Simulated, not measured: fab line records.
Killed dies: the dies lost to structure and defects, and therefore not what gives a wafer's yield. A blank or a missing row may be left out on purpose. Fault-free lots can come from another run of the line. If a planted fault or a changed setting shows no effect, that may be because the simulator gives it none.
Struck lot and sound lot, side by side | flow sky130 | 14 out of 708 route steps
Sound: the wafers L355.1, L355.3, L355.6. Wafers struck: L365.2, L365.5, L365.6. The cause comes at the end.
Order at every step that has rows: each side's tool, ch and its chambers, its first start. Under that, the readings that differ: sound wafers | struck wafers | difference of the means | sigmas: that difference in standard deviations of wafers without a fault.
alike: a reading whose means differ by less than 2 such deviations, as well as words and numbers matching on both sides. not compared: withheld readings; readings where some wafer has no value; bounds like >300 that might hide an equal value; numbers whose values overlap and for which the record gives no deviation.
Wherever a step has rows on one side only, a row that says differs or no value, or a row with sigmas, the two part there. When numbers do not overlap yet have no deviation, they are printed without sigmas and do not part them. A reading that every wafer of one side lacks parts them only if that side has two wafers or more.

first, 2 steps without rows for these wafers: SKY_METAL2_CLEAN_23 (cleans in O3/DIW); SKY_VIA2_HDPCVD_00 (deposits SiO2, target thk 1180 nm, time 196.7 s).
SKY_VIA2_THK_MEAS_01:
  sound: film-metro-03 at day 35 08:28; struck: film-metro-03 at day 38 16:37
  alike: VIA2_HDPCVD_THK
SKY_VIA2_CMP_02: polishes SiO2.
  sound on cmp-02 ch 2,3, day 35 08:34; struck on cmp-02 ch 1,2, day 38 16:46
  alike: motor-current-A
SKY_VIA2_BOW_MEAS_03:
  sound: film-metro-04 at day 35 08:49; struck: film-metro-03 at day 38 17:05
  alike: VIA2_BOW
then, 7 steps without rows for these wafers: SKY_VIA2_DEHYDRATE_04 (time 60 s); SKY_VIA2_HMDS_05 (prime time 60 s); SKY_VIA2_COAT_06 (resist thk 60 nm); SKY_VIA2_COAT_07 (resist thk 453 nm); SKY_VIA2_SOFTBAKE_08 (time 90 s); SKY_VIA2_EXPOSE_09 (exposes mask VIM2, target cd 200 nm); SKY_VIA2_PEB_10.
SKY_VIA2_DEVELOP_11: develop time 60 s.
  sound on litho-track-02 ch 0, day 36 10:00; struck on litho-track-03, day 39 17:00
  no value came back on the struck wafers for chill-plate-temp-C (C), develop-time-s (s); on the sound wafers chill-plate-temp-C (C) reads 22.89 23.07 22.95
  reading                                     | sound             | struck            | difference | sigmas
  model.KrF-thick_of_VIA2_COAT_07.thk-nm (nm) | 436.5 437.4 436.8 | 453.1 454.1 454.3 | +16.9      |
SKY_VIA2_CD_MEAS_12: the cd target is 200 nm.
  sound: cd-sem-02 at day 36 10:27; struck: cd-sem-02 at day 39 17:31
  reading    | sound             | struck | difference                    | sigmas
  cd-nm (nm) | 200.4 200.0 199.7 | - - -  | no value on the struck wafers |

WHERE THEY PART
Earliest at SKY_VIA2_DEVELOP_11; latest, in this record, at SKY_VIA2_CD_MEAS_12.

WHY: what had been put in by the simulator
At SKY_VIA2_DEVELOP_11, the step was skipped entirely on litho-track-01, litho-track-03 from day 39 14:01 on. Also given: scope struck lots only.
